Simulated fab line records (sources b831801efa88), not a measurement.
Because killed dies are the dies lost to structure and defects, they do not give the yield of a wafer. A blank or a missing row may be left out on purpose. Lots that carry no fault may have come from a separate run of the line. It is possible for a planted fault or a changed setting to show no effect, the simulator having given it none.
Struck lot and sound lot, side by side | flow sky130 | 15 steps out of a route of 708
Sound: the wafers L536.2, L536.4, L536.5. Struck: wafer L543.5 (left out: L543.2, L543.4 of the same lot, which were not struck); the cause appears at the end.
At each step with rows: each side's tool, then ch and its chambers, then its first start. Under that, the readings that differ: sound wafers | struck wafers | difference of the means | sigmas: that difference in standard deviations of wafers without a fault.
alike: a reading whose means differ by less than 2 such deviations, as well as words and numbers matching on both sides. not compared: withheld readings; readings where some wafer has no value; bounds like >300 that might hide an equal value; numbers whose values overlap and for which the record gives no deviation.
A row with sigmas, a row that says differs or no value, or rows on one side alone: a step with any of these is where the two part. Non-overlapping numbers with no deviation appear without sigmas and do not part them. A reading that every wafer of one side lacks parts them only if that side has two wafers or more.

SKY_VIA3_ETCH_14: etches BARC in N2/H2, stops on SiO2, time 45.9 s, target depth 60 nm.
  sound on rie_diel-03 ch 0,1,3, day 40 16:17; struck on rie_diel-01 ch 2, day 43 05:15
  reading                | sound                | struck | difference | sigmas
  throttle_valve_pct (%) | 13.220 13.226 13.220 | 13.204 | -0.018     | -2
  alike: chamber_pressure_mTorr, drypump_motor_current_A, n2_flow_sccm, oes_product_au
  not compared: rf_hours_counter_h
then, 1 step without rows for these wafers: SKY_VIA3_ETCH_15 (etches SiO2 in C4F8/O2/Ar, stops on TiN, target depth 507 nm, time 78 s).
SKY_VIA3_STRIP_16: strips in O2/N2.
  sound on plasma_asher-03 ch 0,1, day 40 16:23; struck on plasma_asher-04 ch 0, day 43 05:21
  reading                      | sound             | struck | difference | sigmas
  strip_time_to_endpoint_s (s) | 4.095 4.105 4.110 | 4.158  | +0.055     | +2
  alike: chamber_pressure_mTorr, drypump_motor_current_A, n2_flow_sccm, oes_product_au
  not compared: rf_hours_counter_h
then, 5 steps without rows for these wafers: SKY_VIA3_STRIP_17 (strips in post etch residue remover, time 1200 s); SKY_VIA3_CLEAN_18 (cleans in IPA, time 180 s); SKY_VIA3_CLEAN_19 (cleans in O3/DIW); SKY_VIA3_SPUTTER_20 (material TiN, target thk 20 nm, time 80 s); SKY_VIA3_CVD_21 (deposits W, target thk 390 nm, time 117.31 s).
SKY_VIA3_RS_MEAS_22: the measuring method here is four-point-probe.
  sound on film_metro-03, day 40 17:11; struck on film_metro-03, day 43 06:09
  alike: VIA3_W_RS
SKY_VIA3_THK_MEAS_23: measures by xrf.
  sound on film_metro-03, day 40 17:17; struck on film_metro-03, day 43 06:16
  alike: VIA3_W_THK
SKY_VIA3_CMP_24: polishes, stops on SiO2, t overpolish 20 s, target thk 0 nm.
  sound on cmp-01 ch 0,2,3, day 40 17:23; struck on cmp-01 ch 0, day 43 06:22
  alike: motor_current_A, overpolish_run_s, platen_rpm, time_to_endpoint_s
SKY_METAL4_SPUTTER_00: material Ti, target thk 15 nm, time 10 s.
  sound on pvd_sputter-03, day 40 17:38; struck on pvd_sputter-03, day 43 06:37
  alike: throttle_valve_pct
SKY_METAL4_SPUTTER_01: material TiN, target thk 20 nm, time 16.7 s.
  sound on pvd_sputter-03, day 40 17:40; struck on pvd_sputter-03, day 43 06:38
  reading                                    | sound             | struck | difference | sigmas
  model.TiN_of_METAL4_SPUTTER_01.thk_nm (nm) | 19.93 19.52 19.63 | 20.58  | +0.89      |
  alike: throttle_valve_pct
SKY_METAL4_SPUTTER_02: material AlCu, target thk 735 nm, time 39.1 s.
  sound on pvd_sputter-03, day 40 17:41; struck on pvd_sputter-03, day 43 06:40
  alike: throttle_valve_pct
-- the record jumps here: 5 days lie between the struck wafers' starts before and after (it left off in module METAL4 and takes up again in module PAD_OPEN, whose first step shown is number 708 of the route) --
SKY_PAD_OPEN_PROBE_99:
  sound on prober-02, day 46 14:25; struck on prober-02, day 48 17:43
  reading               | sound       | struck | difference | sigmas
  sort_bin_6_memory (%) | 5.3 7.5 7.5 | 3.9    | -2.9       | -2
  alike: defect_limited_yield, killed_at_M0_to_M3, killed_at_M4_up, killed_at_contacts, killed_at_front_end, killed_at_other, killed_dies, killed_open, killed_short, sort_bin_3_pad_short, sort_bin_5_function, sort_n_pass, sort_yield_pct

WHERE THEY PART
First at SKY_VIA3_ETCH_14; last, within this record, at SKY_PAD_OPEN_PROBE_99.

WHY: whatever the simulator had introduced
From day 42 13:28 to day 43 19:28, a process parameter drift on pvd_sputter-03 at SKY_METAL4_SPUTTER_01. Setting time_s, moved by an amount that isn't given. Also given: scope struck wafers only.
